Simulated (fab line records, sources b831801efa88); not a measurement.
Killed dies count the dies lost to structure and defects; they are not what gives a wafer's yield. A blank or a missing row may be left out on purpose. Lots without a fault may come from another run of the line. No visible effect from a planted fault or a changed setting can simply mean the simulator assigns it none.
Struck lot and sound lot, side by side ; flow sky130 ; 15 out of 708 route steps
Sound: these wafers, L111.2, L111.3, L111.5. Wafers L123.1, L123.2, L123.5 were the ones struck. The cause comes at the end.
For every step that has rows: the tool of each side, followed by ch and its chambers, followed by its first start. Under that, the readings that differ: sound wafers ; struck wafers ; difference of the means ; sigmas: that difference in standard deviations of wafers without a fault.
alike: readings whose means differ by less than 2 such deviations, and words and numbers that are the same on both sides. not compared: withheld readings, readings that some wafer has no value for, bounds like >300 that may hide the same value, and numbers for which the record gives no deviation and whose values overlap.
Wherever a step has rows on one side only, a row that says differs or no value, or a row with sigmas, the two part there. Numbers that don't overlap but have no deviation are shown without sigmas and don't part them. A reading missing from all wafers of one side parts the sides only when that side holds two or more wafers.

SKY_VIA1_STRIP_16: strips in O2/N2.
  sound on plasma asher-02 ch 0,1, day 36 23:02; struck on plasma asher-03 ch 0,1, day 39 10:22
  alike: drypump motor current A, n2 flow sccm, oes product au, strip time to endpoint s
  not compared: rf hours counter h
then, 3 steps without rows for these wafers: SKY_VIA1_STRIP_17 (strips in post etch residue remover, time 1200 s); SKY_VIA1_CLEAN_18 (cleans in IPA, time 180 s); SKY_VIA1_CLEAN_19 (cleans in O3/DIW).
SKY_VIA1_SPUTTER_20: material TiN, target thk 20 nm, time 80 s.
  sound on pvd sputter-03, day 36 23:38; struck on pvd sputter-04, day 39 11:02
  alike: throttle valve pct
SKY_VIA1_CVD_21: deposits W, target thk 270 nm, time 80.902 s.
  sound on cvd w-01 ch 0,1, day 36 23:42; struck on cvd w-01 ch 0,1, day 39 11:14
  alike: heater power outer w, heater power w
SKY_VIA1_RS_MEAS_22: a four-point-probe measurement.
  sound on film metro-03, day 36 23:49; struck on film metro-01, day 39 11:22
reading;sound;struck;difference;sigmas
VIA1_W_RS (ohm/sq);0.434 0.435 0.436;0.428 0.425 0.423;-0.010;-2
SKY_VIA1_THK_MEAS_23: measures by xrf.
  sound on film metro-03, day 36 23:55; struck on film metro-01, day 39 11:29
  alike: VIA1_W_THK
SKY_VIA1_CMP_24: polishes, stops on SiO2, t overpolish 15 s, target thk 0 nm.
  sound on cmp-01 ch 0,1, day 36 23:58; struck on cmp-01 ch 1,3, day 39 11:43
  alike: motor current A, overpolish run s, slurry filter dp kPa, time to endpoint s
then, 1 step without rows for these wafers: SKY_METAL2_SPUTTER_00 (material Ti, target thk 15 nm, time 10 s).
SKY_METAL2_SPUTTER_01: material TiN, target thk 20 nm, time 16.7 s.
  sound on pvd sputter-04, day 37 00:17; struck on pvd sputter-01, day 39 12:02
  alike: throttle valve pct
then, 1 step without rows for these wafers: SKY_METAL2_SPUTTER_02 (material AlCu, target thk 250 nm, time 13.3 s).
SKY_METAL2_SPUTTER_03: material Ti, target thk 5 nm, time 3.3 s.
  sound on pvd sputter-04, day 37 00:20; struck on pvd sputter-01, day 39 12:05
reading;sound;struck;difference;sigmas
model.Ti_of_METAL2_SPUTTER_03.thk nm (nm);5.041 4.98 5.004;2.671 2.625 2.663;-2.355;
  alike: throttle valve pct
then, 1 step without rows for these wafers: SKY_METAL2_SPUTTER_04 (material TiN, target thk 70 nm, time 58.3 s).
-- the record jumps here: 10 days lie between the struck wafers' starts before and after (it left off in module METAL2 and takes up again in module PAD_OPEN, whose first step shown is number 708 of the route) --
SKY_PAD_OPEN_PROBE_99:
  sound on prober-01, day 48 00:49; struck on prober-01, day 49 22:43
reading;sound;struck;difference;sigmas
model.etest.met2.rs ohm sq;0.1284 0.1289 0.1273;0.1262 0.1268 0.127;-0.0015;
  alike: defect limited yield, killed_at_M0_to_M3, killed_at_M4_up, killed at contacts, killed at front end, killed at other, killed dies, killed open, killed short, sort_bin_3_pad_short, sort_bin_5_function, sort_bin_6_memory, sort n pass, sort yield pct

## WHERE THEY PART
Within this record, at SKY_VIA1_RS_MEAS_22 only. Later steps at which nothing parts them and some readings are alike: SKY_VIA1_THK_MEAS_23, SKY_VIA1_CMP_24, SKY_METAL2_SPUTTER_01, SKY_METAL2_SPUTTER_03, SKY_PAD_OPEN_PROBE_99.

WHY: whatever the simulator had introduced
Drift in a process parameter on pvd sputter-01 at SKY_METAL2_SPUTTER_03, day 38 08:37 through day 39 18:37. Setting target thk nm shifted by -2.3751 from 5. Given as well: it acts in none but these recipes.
